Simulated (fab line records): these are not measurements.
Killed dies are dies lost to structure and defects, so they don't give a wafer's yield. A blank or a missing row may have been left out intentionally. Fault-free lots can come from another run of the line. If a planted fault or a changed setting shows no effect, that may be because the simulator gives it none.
Code-filled problem report in 8D (eight disciplines) form | flow sky130 | the parts of the form that need people (team, actions taken, sign-off) are left out

## 1. THE PROBLEM
Mean of cathode_dc_power_W at SKY_VIA2_SPUTTER_20: 4118.1 W across 3 wafers in 2 lots; on wafers with no fault it is 4000.0 W (standard deviation 0.67). That is +99 or more standard deviations from the usual mean.
The step: material TiN, target thk 20 nm, time 80 s.
The first sign was on wafer L670.1 at day 41 12:20, on pvd_sputter-02. At this step, 18 wafers from 6 lots have a number in the record. The rule behind "out" and "out of limits": a value lying over 4 standard deviations away from the usual mean. The rest of the wafers with a number are treated as sound.

## 2. WHAT IT IS, AND WHAT IT ISN'T
question                    | is                     | is not
which readings at this step | cathode_dc_power_W     | throttle_valve_pct
which lots                  | L670, L671             | L660, L669, L674, L676
which wafers of those lots  | L670.1, L670.4, L671.6 | L670.3, L671.1, L671.5
read on which tools         | pvd_sputter-02         | pvd_sputter-03, pvd_sputter-04
when                        | from day 41 12:20      | up to then (7 sound wafers); but 8 sound wafers of L671, L674, L676 came after

## 3. SUSPECTS, AND WHAT RULES EACH OUT
Counting: any tool at a process step up to the reading remains a suspect provided it ran every lot that is out. Sound lots after the first of them don't rule it out here, since some wafers of a struck lot are sound.
- pvd_sputter-02 at SKY_VIA2_SPUTTER_20 (material TiN, target thk 20 nm, time 80 s): kept. Ran every lot that is out, first one L670 (day 41 12:20); last sound lot up to then L669 (day 40 17:19). On those wafers its own readings are out: cathode_dc_power_W.
The count leaves pvd_sputter-02 at SKY_VIA2_SPUTTER_20.

## 4. THE CAUSE (what the simulator had put in)
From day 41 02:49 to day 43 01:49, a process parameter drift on pvd_sputter-02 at SKY_VIA2_SPUTTER_20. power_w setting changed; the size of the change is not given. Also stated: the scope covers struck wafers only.
Counting left only this tool.

## 5. THE EFFECT CHAIN, in route order
Rows list readings where the struck wafers' mean (over those with a number) sits beyond 3 standard deviations from the usual. Scope: only readings with a usual standard deviation given in the record; hours: median across lots of the time from each lot's start at the first step in this table that gives one to its start at this step; sigmas: change in usual standard deviations.
hours | step                | reading            | usual    | on struck wafers | change | sigmas
0     | SKY_VIA2_SPUTTER_20 | cathode_dc_power_W | 4000.0 W | 4118.1           | +118.1 | +99 or more
The process steps in it:
- SKY_VIA2_SPUTTER_20: material TiN, target thk 20 nm, time 80 s.

## 6. WHAT WOULD HAVE CAUGHT IT SOONER
In this record the first reading out of limits was taken at day 41 12:20, 10 hours after the fault began at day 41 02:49.
